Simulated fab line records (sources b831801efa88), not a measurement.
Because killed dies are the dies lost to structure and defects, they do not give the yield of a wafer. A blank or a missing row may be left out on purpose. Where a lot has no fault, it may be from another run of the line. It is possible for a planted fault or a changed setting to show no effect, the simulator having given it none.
Which tool did it? :: flow sky130 :: Sampling: 13 lots, 37 wafers, 5 of 708 route steps

## WHAT EACH GAUGE READ, for each wafer
SKY_VT_ADJUST_LVTN_TW_MEAS_21. Usual: VT_ADJUST_LVTN_2_TW typically reads 187.9, with standard deviation 1.4.
lot: L844
measured: day 8 00:20
on: film-metro-04
VT_ADJUST_LVTN_2_TW: 188.2 187.6 188.2
flag: 

lot: L846
measured: day 8 11:28
on: film-metro-01
VT_ADJUST_LVTN_2_TW: 185.9 186.0 186.8
flag: 

lot: L845
measured: day 8 13:44
on: film-metro-03
VT_ADJUST_LVTN_2_TW: 189.5 189.5 189.4
flag: 

lot: L847
measured: day 8 21:37
on: film-metro-04
VT_ADJUST_LVTN_2_TW: 188.2 186.9 187.5
flag: 

lot: L848
measured: day 9 05:16
on: film-metro-03
VT_ADJUST_LVTN_2_TW: 190.6 188.7 188.3
flag: 

lot: L849
measured: day 9 09:44
on: film-metro-01
VT_ADJUST_LVTN_2_TW: 185.1 187.2 186.4
flag: 

lot: L850
measured: day 9 15:08
on: film-metro-01
VT_ADJUST_LVTN_2_TW: 187.2 185.7 186.9
flag: 

lot: L858
measured: day 12 01:26
on: film-metro-03
VT_ADJUST_LVTN_2_TW: 188.6 190.2
flag: 

lot: L859
measured: day 12 09:23
on: film-metro-01
VT_ADJUST_LVTN_2_TW: 187.0 186.4
flag: 

lot: L863
measured: day 13 09:01
on: film-metro-03
VT_ADJUST_LVTN_2_TW: 189.5 188.7 187.8
flag: 

lot: L865
measured: day 14 01:52
on: film-metro-01
VT_ADJUST_LVTN_2_TW: 185.2 185.1 185.4
flag: 

lot: L866
measured: day 14 06:38
on: film-metro-04
VT_ADJUST_LVTN_2_TW: 187.4 188.5 188.2
flag: 

lot: L867
measured: day 14 13:54
on: film-metro-04
VT_ADJUST_LVTN_2_TW: 187.7 187.9 187.7
flag: 

SKY_VT_ADJUST_NCORE_OVL_MEAS_08. Usual: VT_ADJUST_NCORE_OVL typically reads 0.0 nm, with standard deviation 1.2.
lot: L844
measured: day 8 21:44
on: overlay-02
VT_ADJUST_NCORE_OVL (nm): -0.9 -2.3 -1.3
flag: 

lot: L846
measured: day 9 09:35
on: overlay-01
VT_ADJUST_NCORE_OVL (nm): 1.0 1.1 0.8
flag: 

lot: L845
measured: day 9 11:20
on: overlay-02
VT_ADJUST_NCORE_OVL (nm): -2.6 -2.0 -1.3
flag: 

lot: L847
measured: day 9 19:47
on: overlay-01
VT_ADJUST_NCORE_OVL (nm): -0.4 1.1 0.3
flag: 

lot: L848
measured: day 10 03:32
on: overlay-02
VT_ADJUST_NCORE_OVL (nm): -0.1 -1.9 -0.8
flag: 

lot: L849
measured: day 10 08:29
on: overlay-02
VT_ADJUST_NCORE_OVL (nm): 1.5 0.7 -0.1
flag: 

lot: L850
measured: day 10 14:26
on: overlay-02
VT_ADJUST_NCORE_OVL (nm): -1.5 -1.3 -0.7
flag: 

lot: L858
measured: day 13 02:05
on: overlay-02
VT_ADJUST_NCORE_OVL (nm): 1.4 0.4
flag: 

lot: L859
measured: day 13 10:41
on: overlay-01
VT_ADJUST_NCORE_OVL (nm): 2.2 -0.3
flag: 

lot: L863
measured: day 14 09:35
on: overlay-02
VT_ADJUST_NCORE_OVL (nm): 0.9 -0.2 0.9
flag: 

lot: L865
measured: day 15 04:41
on: overlay-02
VT_ADJUST_NCORE_OVL (nm): -0.4 0.9 0.2
flag: 

lot: L866
measured: day 15 08:58
on: overlay-01
VT_ADJUST_NCORE_OVL (nm): -0.1 -0.6 0.7
flag: 

lot: L867
measured: day 15 17:44
on: overlay-01
VT_ADJUST_NCORE_OVL (nm): 1.3 1.2 0.8
flag: 

SKY_SONOS_TUNNEL_CD_MEAS_07: the cd target is 410 nm. Usual: cd-nm 409.1 nm, standard deviation 2.2.
lot: L844
measured: day 11 20:32
on: cd-sem-01
cd-nm (nm): 408.9 409.3 410.3
flag: 

lot: L846
measured: day 12 08:29
on: cd-sem-02
cd-nm (nm): 405.0 405.5 405.8
flag: 

lot: L845
measured: day 12 10:10
on: cd-sem-02
cd-nm (nm): 409.8 410.6 410.7
flag: 

lot: L847
measured: day 12 19:15
on: cd-sem-02
cd-nm (nm): 406.8 407.8 405.3
flag: 

lot: L848
measured: day 13 04:25
on: cd-sem-02
cd-nm (nm): 411.2 411.5 409.8
flag: 

lot: L849
measured: day 13 10:55
on: cd-sem-02
cd-nm (nm): 406.1 407.3 409.4
flag: 

lot: L850
measured: day 13 16:04
on: cd-sem-01
cd-nm (nm): 410.0 412.9 409.0
flag: 

lot: L858
measured: day 16 11:38
on: cd-sem-02
cd-nm (nm): 433.2 410.5
flag: OFF

lot: L859
measured: day 16 19:27
on: cd-sem-02
cd-nm (nm): 429.2 409.6
flag: OFF

lot: L863
measured: day 17 23:38
on: cd-sem-01
cd-nm (nm): 410.0 409.9 408.3
flag: 

lot: L865
measured: day 18 20:17
on: cd-sem-01
cd-nm (nm): 411.0 414.9 412.4
flag: 

lot: L866
measured: day 19 01:59
on: cd-sem-01
cd-nm (nm): 407.3 411.3 408.1
flag: 

lot: L867
measured: day 19 09:46
on: cd-sem-01
cd-nm (nm): 408.5 411.2 410.5
flag: 

SKY_SONOS_ONO_THK_MEAS_01. Usual: SONOS_ONO_OXIDATION_THK typically reads 2.61 nm, with standard deviation 0.068.
lot: L844
measured: day 12 01:06
on: film-metro-02
SONOS_ONO_OXIDATION_THK (nm): 2.67 2.76 2.72
flag: 

lot: L846
measured: day 12 11:19
on: film-metro-04
SONOS_ONO_OXIDATION_THK (nm): 2.72 2.70 2.69
flag: 

lot: L845
measured: day 12 12:40
on: film-metro-04
SONOS_ONO_OXIDATION_THK (nm): 2.62 2.70 2.66
flag: 

lot: L847
measured: day 12 23:43
on: film-metro-04
SONOS_ONO_OXIDATION_THK (nm): 2.65 2.54 2.60
flag: 

lot: L848
measured: day 13 07:53
on: film-metro-04
SONOS_ONO_OXIDATION_THK (nm): 2.48 2.54 2.49
flag: 

lot: L849
measured: day 13 14:44
on: film-metro-04
SONOS_ONO_OXIDATION_THK (nm): 2.68 2.72 2.73
flag: 

lot: L850
measured: day 13 19:55
on: film-metro-03
SONOS_ONO_OXIDATION_THK (nm): 2.71 2.66 2.67
flag: 

lot: L858
measured: day 16 13:38
on: film-metro-04
SONOS_ONO_OXIDATION_THK (nm): 2.54 2.69
flag: 

lot: L859
measured: day 16 22:02
on: film-metro-03
SONOS_ONO_OXIDATION_THK (nm): 2.61 2.60
flag: 

lot: L863
measured: day 18 01:38
on: film-metro-04
SONOS_ONO_OXIDATION_THK (nm): 2.58 2.60 2.62
flag: 

lot: L865
measured: day 19 00:17
on: film-metro-02
SONOS_ONO_OXIDATION_THK (nm): 2.61 2.64 2.55
flag: 

lot: L866
measured: day 19 05:37
on: film-metro-03
SONOS_ONO_OXIDATION_THK (nm): 2.63 2.63 2.60
flag: 

lot: L867
measured: day 19 12:01
on: film-metro-02
SONOS_ONO_OXIDATION_THK (nm): 2.65 2.65 2.68
flag: 

## WHAT TOOL EACH LOT RAN ON (gives the tool, then ch and the chambers of the sampled wafers, and finally the start)
lot: L844
SKY_SONOS_TUNNEL_DEVELOP_06: litho-track-04 ch 0, day 11 20:23

lot: L846
SKY_SONOS_TUNNEL_DEVELOP_06: litho-track-03 ch 0, day 12 08:20

lot: L845
SKY_SONOS_TUNNEL_DEVELOP_06: litho-track-04 ch 0, day 12 09:58

lot: L847
SKY_SONOS_TUNNEL_DEVELOP_06: litho-track-02 ch 0, day 12 19:07

lot: L848
SKY_SONOS_TUNNEL_DEVELOP_06: litho-track-04 ch 0, day 13 04:16

lot: L849
SKY_SONOS_TUNNEL_DEVELOP_06: litho-track-02 ch 0, day 13 10:46

lot: L850
SKY_SONOS_TUNNEL_DEVELOP_06: litho-track-04 ch 0, day 13 15:55

lot: L858
SKY_SONOS_TUNNEL_DEVELOP_06: litho-track-03 ch 0, day 16 11:29

lot: L859
SKY_SONOS_TUNNEL_DEVELOP_06: litho-track-03 ch 0, day 16 19:08

lot: L863
SKY_SONOS_TUNNEL_DEVELOP_06: litho-track-02 ch 0, day 17 23:29

lot: L865
SKY_SONOS_TUNNEL_DEVELOP_06: litho-track-02 ch 0, day 18 20:08

lot: L866
SKY_SONOS_TUNNEL_DEVELOP_06: litho-track-04 ch 0, day 19 01:50

lot: L867
SKY_SONOS_TUNNEL_DEVELOP_06: litho-track-02 ch 0, day 19 09:37
- SKY_SONOS_TUNNEL_DEVELOP_06: develop time 60 s.

## WHAT THE TOOLS THEMSELVES READ (means of the sampled wafers that have a number; where no wafer has one, the mark that the record gives instead)
The record holds no such reading with a usual standard deviation.

## THE ANSWER, worked out from the rows above alone
Rule: take the mean of a lot's wafers that have a number; if it is more than 3 standard deviations from the usual mean, the lot is off. Also off: a lot with no number at a reading for which 4 or more lots have one. Where the step has rows for the other lots, those lots are counted as sound. First the gauges in route order, then the tools' own readings, where a lot's mean is used as printed above. At the first step where some lot is off, the reading lying furthest off is the one used; lots without a number count as furthest.
Off, at SKY_SONOS_TUNNEL_CD_MEAS_07 on cd-nm: L858, L859.
If a tool, at a process step before that reading, ran all the lots that are off and no sound lot after the first of them, it fits. The gauges at SKY_SONOS_TUNNEL_CD_MEAS_07 are tried like those tools. 2 tools fit, litho-track-03 at SKY_SONOS_TUNNEL_DEVELOP_06 and cd-sem-02 at SKY_SONOS_TUNNEL_CD_MEAS_07, so this cannot tell which one it is.

## WHAT THE SIMULATOR HAD PUT IN
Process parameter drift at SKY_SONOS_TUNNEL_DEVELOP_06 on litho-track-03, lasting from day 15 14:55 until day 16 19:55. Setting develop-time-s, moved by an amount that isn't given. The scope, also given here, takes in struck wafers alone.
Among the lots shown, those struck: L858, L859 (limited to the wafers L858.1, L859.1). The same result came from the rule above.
